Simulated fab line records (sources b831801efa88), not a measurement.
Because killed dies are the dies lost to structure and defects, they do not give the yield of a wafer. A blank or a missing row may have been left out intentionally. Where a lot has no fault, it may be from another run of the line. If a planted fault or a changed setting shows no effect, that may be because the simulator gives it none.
Matching of chambers || flow gf180mcu || 3 sister chambers for GF_CONTACT_CVD_02 on pecvd-02
The step deposits SiO2 from TEOS, target thk 860 nm, time 95.992 s. 16 wafers are shown with their chamber, then 8 later ones without.

EACH WAFER AND ITS CHAMBER
{"wafer": "L080.2", "chamber": 0, "heaterPowerW (W)": 703}
{"wafer": "L080.5", "chamber": 2, "heaterPowerW (W)": 849}
{"wafer": "L080.6", "chamber": 1, "heaterPowerW (W)": 654}
{"wafer": "L081.1", "chamber": 1, "heaterPowerW (W)": 569}
{"wafer": "L081.3", "chamber": 2, "heaterPowerW (W)": 825}
{"wafer": "L081.4", "chamber": 1, "heaterPowerW (W)": 620}
{"wafer": "L084.1", "chamber": 1, "heaterPowerW (W)": 658}
{"wafer": "L084.4", "chamber": 2, "heaterPowerW (W)": 905}
{"wafer": "L084.5", "chamber": 1, "heaterPowerW (W)": 696}
{"wafer": "L088.1", "chamber": 1, "heaterPowerW (W)": 682}
{"wafer": "L088.3", "chamber": 2, "heaterPowerW (W)": 907}
{"wafer": "L088.4", "chamber": 0, "heaterPowerW (W)": 737}
{"wafer": "L090.4", "chamber": 1, "heaterPowerW (W)": 558}
{"wafer": "L090.5", "chamber": 0, "heaterPowerW (W)": 734}
{"wafer": "L090.6", "chamber": 2, "heaterPowerW (W)": 911}
{"wafer": "L094.1", "chamber": 0, "heaterPowerW (W)": 715}

SIGNATURES (averages over the wafers above)
{"reading": "heaterPowerW", "chamber 0": 722.25, "chamber 1": 633.86, "chamber 2": 879.40, "scatter within a chamber": 43.3}
Rule: distance of a wafer from a chamber = root of the sum over the readings of ((wafer's reading minus chamber's mean) / reading's scatter) squared. The wafer belongs to the nearest chamber; if the next one is less than 2 further off, it can't be placed. The scatter is the square root of a quotient: the sum, over the shown wafers, of each reading's squared deviation from its chamber's mean, divided by wafers minus chambers.

WAFERS WITH NO CHAMBER GIVEN
{"wafer": "L094.2", "heaterPowerW (W)": 814}
{"wafer": "L094.4", "heaterPowerW (W)": 857}
{"wafer": "L095.1", "heaterPowerW (W)": 579}
{"wafer": "L095.2", "heaterPowerW (W)": 769}
{"wafer": "L095.3", "heaterPowerW (W)": 572}
{"wafer": "L096.2", "heaterPowerW (W)": 879}
{"wafer": "L096.3", "heaterPowerW (W)": 670}
{"wafer": "L096.6", "heaterPowerW (W)": 900}

WHICH CHAMBER EACH ONE RAN IN
{"wafer": "L094.2", "from the rows above": "can't be placed: 2 or 0", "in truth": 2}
{"wafer": "L094.4", "from the rows above": 2, "in truth": 2}
{"wafer": "L095.1", "from the rows above": 1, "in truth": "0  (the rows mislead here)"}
{"wafer": "L095.2", "from the rows above": "can't be placed: 0 or 2", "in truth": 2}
{"wafer": "L095.3", "from the rows above": 1, "in truth": 1}
{"wafer": "L096.2", "from the rows above": 2, "in truth": 2}
{"wafer": "L096.3", "from the rows above": "can't be placed: 1 or 0", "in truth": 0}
{"wafer": "L096.6", "from the rows above": 2, "in truth": 2}
Correctly placed: 4 of 8. These rows do not allow placing 3 (true chamber among the candidates in 3). Number placed wrongly: 1.
